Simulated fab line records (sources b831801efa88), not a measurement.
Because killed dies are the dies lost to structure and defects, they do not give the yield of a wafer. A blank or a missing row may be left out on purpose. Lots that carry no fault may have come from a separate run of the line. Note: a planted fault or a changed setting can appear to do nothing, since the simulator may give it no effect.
fab line records || flow sky130
[record] {"lots": 6, "wafers": 16, "lastDay": 51}
route steps=708 shown VT_ADJUST_HVTP@91 VT_ADJUST_LVTN@97 PAD_OPEN@708
lots with no fault: from the same line, run without faults
startH: hours from the record's first day to the start of the lot's first wafer shown || waitH: hours since the lot's step before || " unchanged from the row above || L1.1+2: a single row standing in for several wafers || - no value present, or no start provided || * or withheld: withheld || < > ~ a bound
route shown NAME@n: a module of which the file shows steps, and the number in the route of the first || usual: mean/standard deviation of fault-free wafers || same: alike in all rows || chamber/n: place in a boat || sites: the reading at each site || _std_site: how widely they spread, as a standard deviation || _edge_site: outer sites' mean less inner sites' || radiusMm: for every site, how far away it sits from the centre of the wafer || mask NAME#n: copy n || behind: the tool/chamber that last shaped the wafer || hold: reason for holding the lot/hours on hold/outcome of the hold || device: names the non-switching transistor (n, p or np) || end of line: tests run on the same wafers once the route is complete || a step with no rows: only its recipe || killed: the dies lost at the first sort to structure and to defects; this is not the yield of the wafer || map: the dies of a wafer, with x for killed, . for not killed, _ for no die there
set.NAME: the setting as run; set.NAME@STEP: as run at that earlier step || model.NAME: the simulator's own value behind a step, which no gauge read
certain route steps with their lots: each step a table, each wafer a row
services: from which hour (startH, from the record's first day; less than 0 if before it) a tool's chamber was out of use, for how many hours, and why
[[steps]]
[step SKY_VT_ADJUST_HVTP_DEVELOP_06]
[recipe] {"resist": "NOVOLAK", "developer": "TMAH", "developTimeS": 60, "devTempC": 23}
[step SKY_VT_ADJUST_HVTP_CD_MEAS_07]
[recipe] {"targetCdNm": 380}
[usual] {"cdNm": "380.2/2.4"}
{"lot.wafer": "L927.2", "tool": "cdSem-01", "chamber": "-", "startH": 140.03, "waitH": 0.1, "cdNm": 380.7}
{"lot.wafer": "L927.4", "tool": "cdSem-01", "chamber": "-", "startH": 140.03, "waitH": 0.1, "cdNm": 381.5}
{"lot.wafer": "L927.6", "tool": "cdSem-01", "chamber": "-", "startH": 140.03, "waitH": 0.1, "cdNm": 382.4}
{"lot.wafer": "L933.4", "tool": "cdSem-02", "chamber": "-", "startH": 173.35, "waitH": 0.1, "cdNm": 381.7}
{"lot.wafer": "L933.5", "tool": "cdSem-02", "chamber": "-", "startH": 173.35, "waitH": 0.1, "cdNm": 380.6}
{"lot.wafer": "L933.6", "tool": "cdSem-02", "chamber": "-", "startH": 173.35, "waitH": 0.1, "cdNm": 379.8}
{"lot.wafer": "L935.2", "tool": "cdSem-01", "chamber": "-", "startH": 182.98, "waitH": 0.1, "cdNm": 383.1}
{"lot.wafer": "L935.3", "tool": "cdSem-01", "chamber": "-", "startH": 182.98, "waitH": 0.1, "cdNm": 381.8}
{"lot.wafer": "L935.4", "tool": "cdSem-01", "chamber": "-", "startH": 182.98, "waitH": 0.1, "cdNm": 378.8}
{"lot.wafer": "L936.1", "tool": "cdSem-02", "chamber": "-", "startH": 193.06, "waitH": 0.1, "cdNm": 381.7}
{"lot.wafer": "L936.2", "tool": "cdSem-02", "chamber": "-", "startH": 193.06, "waitH": 0.1, "cdNm": 379.7}
{"lot.wafer": "L936.6", "tool": "cdSem-02", "chamber": "-", "startH": 193.06, "waitH": 0.1, "cdNm": 378.5}
{"lot.wafer": "L945.4", "tool": "cdSem-02", "chamber": "-", "startH": 248.15, "waitH": 0.1, "cdNm": 379.9}
{"lot.wafer": "L945.5", "tool": "cdSem-02", "chamber": "-", "startH": 248.15, "waitH": 0.1, "cdNm": 376.9}
{"lot.wafer": "L948.3", "tool": "cdSem-02", "chamber": "-", "startH": 267.00, "waitH": 0.1, "cdNm": 382.2}
{"lot.wafer": "L948.5", "tool": "cdSem-02", "chamber": "-", "startH": 267.00, "waitH": 0.1, "cdNm": 382.4}
[step SKY_VT_ADJUST_HVTP_OVL_MEAS_08]
[usual] {"VT_ADJUST_HVTP_OVL": "0.4/1.5"}
{"lot.wafer": "L927.2", "tool": "overlay-02", "chamber": "-", "startH": 140.14, "waitH": 0.1, "VT_ADJUST_HVTP_OVL[nm]": 0.7}
{"lot.wafer": "L927.4", "tool": "overlay-02", "chamber": "-", "startH": 140.14, "waitH": 0.1, "VT_ADJUST_HVTP_OVL[nm]": -0.3}
{"lot.wafer": "L927.6", "tool": "overlay-02", "chamber": "-", "startH": 140.14, "waitH": 0.1, "VT_ADJUST_HVTP_OVL[nm]": -0.4}
{"lot.wafer": "L933.4", "tool": "overlay-02", "chamber": "-", "startH": 173.43, "waitH": 0.1, "VT_ADJUST_HVTP_OVL[nm]": -1.7}
{"lot.wafer": "L933.5", "tool": "overlay-02", "chamber": "-", "startH": 173.43, "waitH": 0.1, "VT_ADJUST_HVTP_OVL[nm]": -0.8}
{"lot.wafer": "L933.6", "tool": "overlay-02", "chamber": "-", "startH": 173.43, "waitH": 0.1, "VT_ADJUST_HVTP_OVL[nm]": -2.8}
{"lot.wafer": "L935.2", "tool": "overlay-02", "chamber": "-", "startH": 183.08, "waitH": 0.1, "VT_ADJUST_HVTP_OVL[nm]": 0.4}
{"lot.wafer": "L935.3", "tool": "overlay-02", "chamber": "-", "startH": 183.08, "waitH": 0.1, "VT_ADJUST_HVTP_OVL[nm]": 2.5}
{"lot.wafer": "L935.4", "tool": "overlay-02", "chamber": "-", "startH": 183.08, "waitH": 0.1, "VT_ADJUST_HVTP_OVL[nm]": 0.1}
{"lot.wafer": "L936.1", "tool": "overlay-01", "chamber": "-", "startH": 193.18, "waitH": 0.1, "VT_ADJUST_HVTP_OVL[nm]": 1.2}
{"lot.wafer": "L936.2", "tool": "overlay-01", "chamber": "-", "startH": 193.18, "waitH": 0.1, "VT_ADJUST_HVTP_OVL[nm]": -0.2}
{"lot.wafer": "L936.6", "tool": "overlay-01", "chamber": "-", "startH": 193.18, "waitH": 0.1, "VT_ADJUST_HVTP_OVL[nm]": -0.3}
{"lot.wafer": "L945.4", "tool": "overlay-01", "chamber": "-", "startH": 248.23, "waitH": 0.1, "VT_ADJUST_HVTP_OVL[nm]": 2.1}
{"lot.wafer": "L945.5", "tool": "overlay-01", "chamber": "-", "startH": 248.23, "waitH": 0.1, "VT_ADJUST_HVTP_OVL[nm]": 1.2}
{"lot.wafer": "L948.3", "tool": "overlay-01", "chamber": "-", "startH": 267.09, "waitH": 0.1, "VT_ADJUST_HVTP_OVL[nm]": 2.6}
{"lot.wafer": "L948.5", "tool": "overlay-01", "chamber": "-", "startH": 267.09, "waitH": 0.1, "VT_ADJUST_HVTP_OVL[nm]": 0.5}
[step SKY_VT_ADJUST_HVTP_IMPLANT_09]
[recipe] {"species": "As", "energyKev": 150, "doseCm2": 4.3e+12, "tiltDeg": "withheld"}
[step SKY_VT_ADJUST_HVTP_STRIP_10]
[recipe] {"chemistry": "O2/N2", "powerW": 1400, "pressureMtorr": 1500, "platenTempC": "withheld", "o2FlowSccm": 3000, "n2FlowSccm": 300, "overashFraction": 0.5}
[usual] {"drypumpMotorCurrentA": "5.5/0.41", "oesProductAu": "0.716/0.0043", "stripTimeToEndpointS": "14.16/0.048"}
{"lot.wafer": "L927.2", "tool": "plasmaAsher-01", "chamber": 1, "startH": 140.32, "waitH": 0.1, "drypumpMotorCurrentA": 5.1, "oesProductAu": 0.719, "rfHoursCounterH": 48, "stripTimeToEndpointS": 14.11}
{"lot.wafer": "L927.4", "tool": "plasmaAsher-01", "chamber": 0, "startH": 140.32, "waitH": 0.1, "drypumpMotorCurrentA": 6.0, "oesProductAu": 0.716, "rfHoursCounterH": "-", "stripTimeToEndpointS": 14.14}
{"lot.wafer": "L927.6", "tool": "plasmaAsher-01", "chamber": 1, "startH": 140.32, "waitH": 0.1, "drypumpMotorCurrentA": 5.1, "oesProductAu": 0.715, "rfHoursCounterH": "-", "stripTimeToEndpointS": 14.14}
{"lot.wafer": "L933.4", "tool": "plasmaAsher-01", "chamber": 0, "startH": 173.63, "waitH": 0.1, "drypumpMotorCurrentA": 6.0, "oesProductAu": 0.710, "rfHoursCounterH": "-", "stripTimeToEndpointS": 14.07}
{"lot.wafer": "L933.5", "tool": "plasmaAsher-01", "chamber": 0, "startH": 173.63, "waitH": 0.1, "drypumpMotorCurrentA": 6.0, "oesProductAu": 0.718, "rfHoursCounterH": "-", "stripTimeToEndpointS": 14.09}
{"lot.wafer": "L933.6", "tool": "plasmaAsher-01", "chamber": 1, "startH": 173.63, "waitH": 0.1, "drypumpMotorCurrentA": 5.1, "oesProductAu": 0.712, "rfHoursCounterH": "-", "stripTimeToEndpointS": 14.12}
{"lot.wafer": "L935.2", "tool": "plasmaAsher-01", "chamber": 0, "startH": 183.26, "waitH": 0.1, "drypumpMotorCurrentA": 6.0, "oesProductAu": 0.714, "rfHoursCounterH": 53, "stripTimeToEndpointS": 14.18}
{"lot.wafer": "L935.3", "tool": "plasmaAsher-01", "chamber": 1, "startH": 183.26, "waitH": 0.1, "drypumpMotorCurrentA": 5.1, "oesProductAu": 0.717, "rfHoursCounterH": "-", "stripTimeToEndpointS": 14.20}
{"lot.wafer": "L935.4", "tool": "plasmaAsher-01", "chamber": 0, "startH": 183.26, "waitH": 0.1, "drypumpMotorCurrentA": 5.9, "oesProductAu": 0.720, "rfHoursCounterH": "-", "stripTimeToEndpointS": 14.24}
{"lot.wafer": "L936.1", "tool": "plasmaAsher-04", "chamber": 0, "startH": 193.37, "waitH": 0.1, "drypumpMotorCurrentA": 5.3, "oesProductAu": 0.722, "rfHoursCounterH": 36, "stripTimeToEndpointS": 14.22}
{"lot.wafer": "L936.2", "tool": "plasmaAsher-04", "chamber": 1, "startH": 193.37, "waitH": 0.1, "drypumpMotorCurrentA": 6.2, "oesProductAu": 0.719, "rfHoursCounterH": 36, "stripTimeToEndpointS": 14.24}
{"lot.wafer": "L936.6", "tool": "plasmaAsher-04", "chamber": 0, "startH": 193.37, "waitH": 0.1, "drypumpMotorCurrentA": 5.2, "oesProductAu": 0.710, "rfHoursCounterH": "-", "stripTimeToEndpointS": 14.21}
{"lot.wafer": "L945.4", "tool": "plasmaAsher-03", "chamber": 1, "startH": 248.43, "waitH": 0.1, "drypumpMotorCurrentA": 5.2, "oesProductAu": 0.720, "rfHoursCounterH": "-", "stripTimeToEndpointS": 14.18}
{"lot.wafer": "L945.5", "tool": "plasmaAsher-03", "chamber": 0, "startH": 248.43, "waitH": 0.1, "drypumpMotorCurrentA": 5.4, "oesProductAu": 0.716, "rfHoursCounterH": "-", "stripTimeToEndpointS": 14.21}
{"lot.wafer": "L948.3", "tool": "plasmaAsher-01", "chamber": 0, "startH": 267.30, "waitH": 0.1, "drypumpMotorCurrentA": 6.0, "oesProductAu": 0.715, "rfHoursCounterH": "-", "stripTimeToEndpointS": 14.16}
{"lot.wafer": "L948.5", "tool": "plasmaAsher-01", "chamber": 1, "startH": 267.30, "waitH": 0.1, "drypumpMotorCurrentA": 5.1, "oesProductAu": 0.722, "rfHoursCounterH": "-", "stripTimeToEndpointS": 14.13}
[step SKY_VT_ADJUST_HVTP_TW_MEAS_11]
[usual] {"VT_ADJUST_HVTP_TW": "1362/13"}
{"lot.wafer": "L927.2", "tool": "filmMetro-03", "chamber": "-", "startH": 140.43, "waitH": 0.1, "VT_ADJUST_HVTP_TW": 1358}
{"lot.wafer": "L927.4", "tool": "filmMetro-03", "chamber": "-", "startH": 140.43, "waitH": 0.1, "VT_ADJUST_HVTP_TW": 1356}
{"lot.wafer": "L927.6", "tool": "filmMetro-03", "chamber": "-", "startH": 140.43, "waitH": 0.1, "VT_ADJUST_HVTP_TW": 1361}
{"lot.wafer": "L933.4", "tool": "filmMetro-02", "chamber": "-", "startH": 173.73, "waitH": 0.1, "VT_ADJUST_HVTP_TW": 1367}
{"lot.wafer": "L933.5", "tool": "filmMetro-02", "chamber": "-", "startH": 173.73, "waitH": 0.1, "VT_ADJUST_HVTP_TW": 1365}
{"lot.wafer": "L933.6", "tool": "filmMetro-02", "chamber": "-", "startH": 173.73, "waitH": 0.1, "VT_ADJUST_HVTP_TW": 1369}
{"lot.wafer": "L935.2", "tool": "filmMetro-01", "chamber": "-", "startH": 183.37, "waitH": 0.1, "VT_ADJUST_HVTP_TW": 1342}
{"lot.wafer": "L935.3", "tool": "filmMetro-01", "chamber": "-", "startH": 183.37, "waitH": 0.1, "VT_ADJUST_HVTP_TW": 1339}
{"lot.wafer": "L935.4", "tool": "filmMetro-01", "chamber": "-", "startH": 183.37, "waitH": 0.1, "VT_ADJUST_HVTP_TW": 1342}
{"lot.wafer": "L936.1", "tool": "filmMetro-03", "chamber": "-", "startH": 193.47, "waitH": 0.1, "VT_ADJUST_HVTP_TW": 1361}
{"lot.wafer": "L936.2", "tool": "filmMetro-03", "chamber": "-", "startH": 193.47, "waitH": 0.1, "VT_ADJUST_HVTP_TW": 1362}
{"lot.wafer": "L936.6", "tool": "filmMetro-03", "chamber": "-", "startH": 193.47, "waitH": 0.1, "VT_ADJUST_HVTP_TW": 1368}
{"lot.wafer": "L945.4", "tool": "filmMetro-01", "chamber": "-", "startH": 248.53, "waitH": 0.1, "VT_ADJUST_HVTP_TW": 1347}
{"lot.wafer": "L945.5", "tool": "filmMetro-01", "chamber": "-", "startH": 248.53, "waitH": 0.1, "VT_ADJUST_HVTP_TW": 1346}
{"lot.wafer": "L948.3", "tool": "filmMetro-02", "chamber": "-", "startH": 267.39, "waitH": 0.1, "VT_ADJUST_HVTP_TW": 1369}
{"lot.wafer": "L948.5", "tool": "filmMetro-02", "chamber": "-", "startH": 267.39, "waitH": 0.1, "VT_ADJUST_HVTP_TW": 1371}
[step SKY_VT_ADJUST_LVTN_DEHYDRATE_00]
[recipe] {"tempC": 200, "timeS": 60}
[step SKY_VT_ADJUST_LVTN_HMDS_01]
[recipe] {"primeTimeS": 60, "primeTempC": 120}
[step SKY_VT_ADJUST_LVTN_COAT_02]
[recipe] {"spinRpm": 2000, "resistThkNm": 3000}
[step SKY_VT_ADJUST_LVTN_SOFTBAKE_03]
[recipe] {"tempC": 110, "timeS": "withheld"}
[step SKY_VT_ADJUST_LVTN_EXPOSE_04]
[recipe] {"maskId": "NWM_COMPLEMENT_LESS_NATIVE", "na": 0.6, "sourceShape": "conventional", "sigmaOuter": 0.6, "polarization": "unpolarized", "targetCdNm": 840, "doseMj": 194}
[step SKY_VT_ADJUST_LVTN_PEB_05]
[recipe] {"tempC": 115, "timeS": "withheld"}
[step SKY_VT_ADJUST_LVTN_DEVELOP_06]
[recipe] {"wallAngleDeg": 90, "developer": "TMAH", "developTimeS": 60, "devTempC": 23}
{"lot.wafer": "L927.2+4+6", "tool": "lithoTrack-03", "chamber": 0, "startH": 160, "waitH": "-"}
{"lot.wafer": "L933.4+5+6", "tool": "lithoTrack-02", "chamber": 0, "startH": 195, "waitH": "-"}
{"lot.wafer": "L935.2+3+4", "tool": "lithoTrack-04", "chamber": 0, "startH": 204, "waitH": "-"}
{"lot.wafer": "L936.1+2+6", "tool": "lithoTrack-02", "chamber": 0, "startH": 215, "waitH": "-"}
{"lot.wafer": "L945.4+5", "tool": "lithoTrack-03", "chamber": 0, "startH": 271, "waitH": "-"}
{"lot.wafer": "L948.3+5", "tool": "lithoTrack-03", "chamber": 0, "startH": 292, "waitH": "-"}
[step SKY_VT_ADJUST_LVTN_OVL_MEAS_07]
[usual] {"VT_ADJUST_LVTN_OVL": "0.3/1.3"}
{"lot.wafer": "L927.2", "tool": "overlay-02", "chamber": "-", "startH": 160.15, "waitH": "-", "VT_ADJUST_LVTN_OVL[nm]": -1.7}
{"lot.wafer": "L927.4", "tool": "overlay-02", "chamber": "-", "startH": 160.15, "waitH": "-", "VT_ADJUST_LVTN_OVL[nm]": -2.7}
{"lot.wafer": "L927.6", "tool": "overlay-02", "chamber": "-", "startH": 160.15, "waitH": "-", "VT_ADJUST_LVTN_OVL[nm]": -1.9}
{"lot.wafer": "L933.4", "tool": "overlay-01", "chamber": "-", "startH": 195.77, "waitH": "-", "VT_ADJUST_LVTN_OVL[nm]": -0.1}
{"lot.wafer": "L933.5", "tool": "overlay-01", "chamber": "-", "startH": 195.77, "waitH": "-", "VT_ADJUST_LVTN_OVL[nm]": 1.2}
{"lot.wafer": "L933.6", "tool": "overlay-01", "chamber": "-", "startH": 195.77, "waitH": "-", "VT_ADJUST_LVTN_OVL[nm]": -0.3}
{"lot.wafer": "L935.2", "tool": "overlay-02", "chamber": "-", "startH": 204.68, "waitH": "-", "VT_ADJUST_LVTN_OVL[nm]": 1.1}
{"lot.wafer": "L935.3", "tool": "overlay-02", "chamber": "-", "startH": 204.68, "waitH": "-", "VT_ADJUST_LVTN_OVL[nm]": -0.5}
{"lot.wafer": "L935.4", "tool": "overlay-02", "chamber": "-", "startH": 204.68, "waitH": "-", "VT_ADJUST_LVTN_OVL[nm]": -0.7}
{"lot.wafer": "L936.1", "tool": "overlay-01", "chamber": "-", "startH": 215.86, "waitH": "-", "VT_ADJUST_LVTN_OVL[nm]": 1.0}
{"lot.wafer": "L936.2", "tool": "overlay-01", "chamber": "-", "startH": 215.86, "waitH": "-", "VT_ADJUST_LVTN_OVL[nm]": 0.8}
{"lot.wafer": "L936.6", "tool": "overlay-01", "chamber": "-", "startH": 215.86, "waitH": "-", "VT_ADJUST_LVTN_OVL[nm]": 0.9}
{"lot.wafer": "L945.4", "tool": "overlay-01", "chamber": "-", "startH": 271.86, "waitH": "-", "VT_ADJUST_LVTN_OVL[nm]": 0.3}
{"lot.wafer": "L945.5", "tool": "overlay-01", "chamber": "-", "startH": 271.86, "waitH": "-", "VT_ADJUST_LVTN_OVL[nm]": "-"}
{"lot.wafer": "L948.3", "tool": "overlay-01", "chamber": "-", "startH": 292.60, "waitH": "-", "VT_ADJUST_LVTN_OVL[nm]": "-"}
{"lot.wafer": "L948.5", "tool": "overlay-01", "chamber": "-", "startH": 292.60, "waitH": "-", "VT_ADJUST_LVTN_OVL[nm]": "-"}
[step SKY_VT_ADJUST_LVTN_IMPLANT_08]
[recipe] {"species": "B", "energyKev": 30, "doseCm2": 1.57e+12, "tiltDeg": "withheld"}
[step SKY_PAD_OPEN_PROBE_99]
[usual] {"killed_at_M0_to_M3": "43/6.9", "killed_at_M4_up": "3.2/1.6", "killedAtContacts": "25/5.1", "killedAtFrontEnd": "16/4.5", "killedAtOther": "0.3/0.68", "killedDies": "87/8.9", "killedOnRim": "16/3.6", "killedOpen": "48/6.9", "killedShort": "39/6.3"}
[same] {"grossDies": 492, "killedAtBackSide": 0}
{"lot.wafer": "L933.4", "tool": "prober-01", "chamber": "-", "startH": 1141.78, "waitH": 0.2, "killed_at_M0_to_M3": 47, "killed_at_M4_up": 3, "killedAtContacts": 30, "killedAtFrontEnd": 19, "killedAtOther": 0, "killedDies": 99, "killedOnRim": 20, "killedOpen": 52, "killedShort": 46}
{"lot.wafer": "L933.5", "tool": "prober-01", "chamber": "-", "startH": 1141.83, "waitH": 0.2, "killed_at_M0_to_M3": 54, "killed_at_M4_up": 7, "killedAtContacts": 24, "killedAtFrontEnd": 9, "killedAtOther": 0, "killedDies": 94, "killedOnRim": 22, "killedOpen": 52, "killedShort": 42}
{"lot.wafer": "L933.6", "tool": "prober-01", "chamber": "-", "startH": 1141.88, "waitH": 0.2, "killed_at_M0_to_M3": 51, "killed_at_M4_up": 1, "killedAtContacts": 33, "killedAtFrontEnd": 6, "killedAtOther": 0, "killedDies": 91, "killedOnRim": 12, "killedOpen": 47, "killedShort": 44}
{"lot.wafer": "L935.2", "tool": "prober-01", "chamber": "-", "startH": 1148.69, "waitH": 0.1, "killed_at_M0_to_M3": 49, "killed_at_M4_up": 1, "killedAtContacts": 25, "killedAtFrontEnd": 18, "killedAtOther": 0, "killedDies": 93, "killedOnRim": 14, "killedOpen": 51, "killedShort": 42}
{"lot.wafer": "L935.3", "tool": "prober-01", "chamber": "-", "startH": 1148.74, "waitH": 0.2, "killed_at_M0_to_M3": 47, "killed_at_M4_up": 4, "killedAtContacts": 29, "killedAtFrontEnd": 10, "killedAtOther": 1, "killedDies": 91, "killedOnRim": 14, "killedOpen": 50, "killedShort": 40}
{"lot.wafer": "L935.4", "tool": "prober-01", "chamber": "-", "startH": 1148.79, "waitH": 0.2, "killed_at_M0_to_M3": 44, "killed_at_M4_up": 5, "killedAtContacts": 29, "killedAtFrontEnd": 19, "killedAtOther": 0, "killedDies": 97, "killedOnRim": 23, "killedOpen": 64, "killedShort": 33}
{"lot.wafer": "L945.4", "tool": "prober-02", "chamber": "-", "startH": 1205.03, "waitH": 0.2, "killed_at_M0_to_M3": 52, "killed_at_M4_up": 1, "killedAtContacts": 23, "killedAtFrontEnd": 11, "killedAtOther": 0, "killedDies": 87, "killedOnRim": 13, "killedOpen": 46, "killedShort": 41}
{"lot.wafer": "L945.5", "tool": "prober-02", "chamber": "-", "startH": 1205.08, "waitH": 0.2, "killed_at_M0_to_M3": 53, "killed_at_M4_up": 4, "killedAtContacts": 31, "killedAtFrontEnd": 403, "killedAtOther": 1, "killedDies": 492, "killedOnRim": 96, "killedOpen": 55, "killedShort": 43}
{"lot.wafer": "L948.3", "tool": "prober-02", "chamber": "-", "startH": 1213.13, "waitH": 0.2, "killed_at_M0_to_M3": 31, "killed_at_M4_up": 1, "killedAtContacts": 19, "killedAtFrontEnd": 441, "killedAtOther": 0, "killedDies": 492, "killedOnRim": 96, "killedOpen": 34, "killedShort": 31}
{"lot.wafer": "L948.5", "tool": "prober-02", "chamber": "-", "startH": 1213.23, "waitH": 0.2, "killed_at_M0_to_M3": 45, "killed_at_M4_up": 2, "killedAtContacts": 20, "killedAtFrontEnd": 423, "killedAtOther": 2, "killedDies": 492, "killedOnRim": 96, "killedOpen": 52, "killedShort": 37}
// killed by level:class
L933.4 CONTACT:geometricParticle:open=11 VIA1:geometricParticle:open=11 LOCAL_INTERCONNECT:geometricParticle:short=6 METAL1:geometricParticle:short=6 POLY_GATE:geometricParticle:short=6 VIA1:geometricParticle:short=6 POLY_GATE:geometricParticle:open=5 METAL2:geometricParticle:short=5
L933.5 VIA1:geometricParticle:open=17 METAL1:geometricParticle:short=7 CONTACT:geometricParticle:open=7 CONTACT:geometricParticle:short=6 VIA1:geometricParticle:short=6 METAL2:geometricParticle:short=5 LI_CONTACT:geometricParticle:open=5 VIA2:geometricParticle:open=5
L933.6 CONTACT:geometricParticle:open=13 VIA1:geometricParticle:open=10 LI_CONTACT:geometricParticle:open=8 VIA1:geometricParticle:short=8 VIA2:geometricParticle:open=7 CONTACT:geometricParticle:short=6 METAL2:geometricParticle:short=6 VIA2:geometricParticle:short=5
L935.2 VIA1:geometricParticle:open=15 LOCAL_INTERCONNECT:geometricParticle:short=8 VIA2:geometricParticle:open=7 POLY_GATE:geometricParticle:open=6 LI_CONTACT:geometricParticle:open=6 VIA2:geometricParticle:short=6 VIA3:geometricParticle:open=6 CONTACT:geometricParticle:short=5
L935.3 VIA1:geometricParticle:open=10 CONTACT:geometricParticle:open=9 LI_CONTACT:geometricParticle:open=7 LI_CONTACT:geometricParticle:short=6 VIA2:geometricParticle:open=6 LOCAL_INTERCONNECT:geometricParticle:short=5 VIA3:geometricParticle:open=5 METAL1:geometricParticle:open=5
L935.4 VIA1:geometricParticle:open=12 CONTACT:geometricParticle:open=11 VIA3:geometricParticle:open=9 LI_CONTACT:geometricParticle:open=6 POLY_GATE:geometricParticle:open=5 POLY_GATE:geometricParticle:short=5 VIA2:geometricParticle:open=5 CONTACT:geometricParticle:short=5
L945.4 VIA2:geometricParticle:open=9 VIA1:geometricParticle:open=9 CONTACT:geometricParticle:open=8 LI_CONTACT:geometricParticle:open=7 VIA2:geometricParticle:short=7 VIA1:geometricParticle:short=6 VIA3:geometricParticle:open=6 METAL2:geometricParticle:short=5
L945.5 VT_ADJUST_LVTN:areaDevelop=394 CONTACT:geometricParticle:open=13 LI_CONTACT:geometricParticle:open=10 VIA2:geometricParticle:open=10 METAL1:geometricParticle:short=8 VIA1:geometricParticle:open=8 METAL2:geometricParticle:short=6 VIA3:geometricParticle:open=6
L948.3 VT_ADJUST_LVTN:areaDevelop=427 LOCAL_INTERCONNECT:geometricParticle:short=6 VIA2:geometricParticle:open=6 FIELD_ISO:geometricParticle:open=5 LI_CONTACT:geometricParticle:open=5 VIA3:geometricParticle:open=5 CONTACT:geometricParticle:open=5 METAL2:geometricParticle:short=5
L948.5 VT_ADJUST_LVTN:areaDevelop=402 VIA1:geometricParticle:open=16 CONTACT:geometricParticle:open=13 FIELD_ISO:geometricParticle:open=7 VIA3:geometricParticle:open=7 VIA3:geometricParticle:short=5 FIELD_ISO:geometricParticle:short=4 LOCAL_INTERCONNECT:geometricParticle:short=4
// map L945.5 (x killed, . not)
__________xxxxxxxxxx_________
________xxxxxxxxxxxxxx_______
______xxxxxxxxxxxxxxxxxx_____
_____xxxxxxxxxxxxxxxxxxxx____
____xxxxxxxxxxxxxxxxxxxxxx___
___xxxxxxxxxxxxxxxxxxxxxxxx__
__xxxxxxxxxxxxxxxxxxxxxxxxxx_
_xxxxxxxxxxxxxxxxxxxxxxxxxxxx
_xxxxxxxxxxxxxxxxxxxxxxxxxxxx
_xxxxxxxxxxxxxxxxxxxxxxxxxxxx
_xxxxxxxxxxxxxxxxxxxxxxxxxxxx
_xxxxxxxxxxxxxxxxxxxxxxxxxxxx
_xxxxxxxxxxxxxxxxxxxxxxxxxxxx
_xxxxxxxxxxxxxxxxxxxxxxxxxxxx
_xxxxxxxxxxxxxxxxxxxxxxxxxxxx
__xxxxxxxxxxxxxxxxxxxxxxxxxx_
___xxxxxxxxxxxxxxxxxxxxxxxx__
____xxxxxxxxxxxxxxxxxxxxxx___
_____xxxxxxxxxxxxxxxxxxxx____
______xxxxxxxxxxxxxxxxxx_____
________xxxxxxxxxxxxxx_______
__________xxxxxxxxxx_________
// map L948.3 (x killed, . not)
__________xxxxxxxxxx_________
________xxxxxxxxxxxxxx_______
______xxxxxxxxxxxxxxxxxx_____
_____xxxxxxxxxxxxxxxxxxxx____
____xxxxxxxxxxxxxxxxxxxxxx___
___xxxxxxxxxxxxxxxxxxxxxxxx__
__xxxxxxxxxxxxxxxxxxxxxxxxxx_
_xxxxxxxxxxxxxxxxxxxxxxxxxxxx
_xxxxxxxxxxxxxxxxxxxxxxxxxxxx
_xxxxxxxxxxxxxxxxxxxxxxxxxxxx
_xxxxxxxxxxxxxxxxxxxxxxxxxxxx
_xxxxxxxxxxxxxxxxxxxxxxxxxxxx
_xxxxxxxxxxxxxxxxxxxxxxxxxxxx
_xxxxxxxxxxxxxxxxxxxxxxxxxxxx
_xxxxxxxxxxxxxxxxxxxxxxxxxxxx
__xxxxxxxxxxxxxxxxxxxxxxxxxx_
___xxxxxxxxxxxxxxxxxxxxxxxx__
____xxxxxxxxxxxxxxxxxxxxxx___
_____xxxxxxxxxxxxxxxxxxxx____
______xxxxxxxxxxxxxxxxxx_____
________xxxxxxxxxxxxxx_______
__________xxxxxxxxxx_________
[[services]]
{"tool": "plasmaAsher-04", "chamber": "-", "startH": 133.93, "hours": 1.1, "kind": "repair"}
{"tool": "plasmaAsher-03", "chamber": "-", "startH": 259.87, "hours": 3.2, "kind": "repair"}
{"tool": "plasmaAsher-04", "chamber": "-", "startH": 286.27, "hours": 1.5, "kind": "repair"}
[[key]]
[firstSign] {"step": "SKY_VT_ADJUST_LVTN_OVL_MEAS_07", "reading": "VT_ADJUST_LVTN_OVL", "direction": "missing"}
[effect] {"step": "SKY_PAD_OPEN_PROBE_99", "reading": "killedAtFrontEnd", "direction": "up", "sigmas": 91, "usual": 16, "struck": 422}
[moreKillsBornAt] {"SKY_VT_ADJUST_LVTN_DEVELOP_06@lithoTrack-03": 1223}
metAt SKY_VT_ADJUST_LVTN_DEVELOP_06
struckWafers L945.5,L948.3,L948.5
testerLeftOut L945,L948
onsetBetween 160 271
[fault] {"kind": "processParameterDrift", "tool": "lithoTrack-03", "chamber": "-", "onsetH": 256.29, "steps": "SKY_VT_ADJUST_LVTN_DEVELOP_06", "channel": "developTimeS", "offset": "*", "shape": "step", "endH": 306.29, "scope": "struckWafersOnly", "actsIn": "*", "stated": "*"}
// testerLeftOut: of these lots the tester's yield and bins aren't shown, on N5 and GAA mostly nor the transistor test; their killed dies are dies lost to structure and defects alone, not to doping, threshold or leakage, so they don't give the yield
